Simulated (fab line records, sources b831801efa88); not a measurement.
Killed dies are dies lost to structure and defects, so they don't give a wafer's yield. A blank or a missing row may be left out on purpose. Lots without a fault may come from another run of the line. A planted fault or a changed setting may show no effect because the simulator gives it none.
Chamber matching | flow sky130 | SKY_FIELD_ISO_ETCH_17 on rie_si-01: 4 sister chambers
The step etches Si in HBr/Cl2/O2, target depth 342 nm, time 97.7 s. 4 wafers are shown with their chamber, then 11 later ones without.

WAFERS WITH THEIR CHAMBER
wafer  | chamber | drypump_motor_current_A (A)
L084.5 | 2       | 5.5
L087.3 | 3       | 6.2
L087.6 | 1       | 6.2
L091.3 | 0       | 6.0

WAFERS WITHOUT THEIR CHAMBER
wafer  | drypump_motor_current_A (A)
L091.4 | 6.2
L091.5 | 6.0
L092.1 | 5.6
L092.2 | 6.2
L092.4 | 6.2
L093.1 | 6.0
L093.3 | 6.3
L093.5 | 5.5
L095.4 | 5.6
L095.5 | 6.0
L095.6 | 6.3

WHICH CHAMBER EACH WENT THROUGH
wafer  | from the rows above     | in truth
L091.4 | can't be placed: 1 or 3 | 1
L091.5 | 0                       | 0
L092.1 | 2                       | 2
L092.2 | can't be placed: 1 or 3 | 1
L092.4 | can't be placed: 1 or 3 | 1
L093.1 | 0                       | 0
L093.3 | can't be placed: 1 or 3 | 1
L093.5 | 2                       | 2
L095.4 | 2                       | 2
L095.5 | 0                       | 0
L095.6 | can't be placed: 1 or 3 | 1
Placed correctly: 6 of 11. Can't be placed from these rows: 5 (the true chamber is among the candidates in 5). Placed wrongly: 0.
How it was worked out, from the rows above alone: a wafer's distance from a chamber is the root of the sum, over the readings, of the square of ((its reading less the chamber's mean) divided by the reading's scatter). The wafer belongs to the nearest chamber; if the next one is less than 2 further off, it can't be placed. A chamber's mean is the mean of its shown wafers. The scatter: with one shown wafer a chamber, the root of the mean of the squares of how far each hidden wafer lies from its nearest shown one.
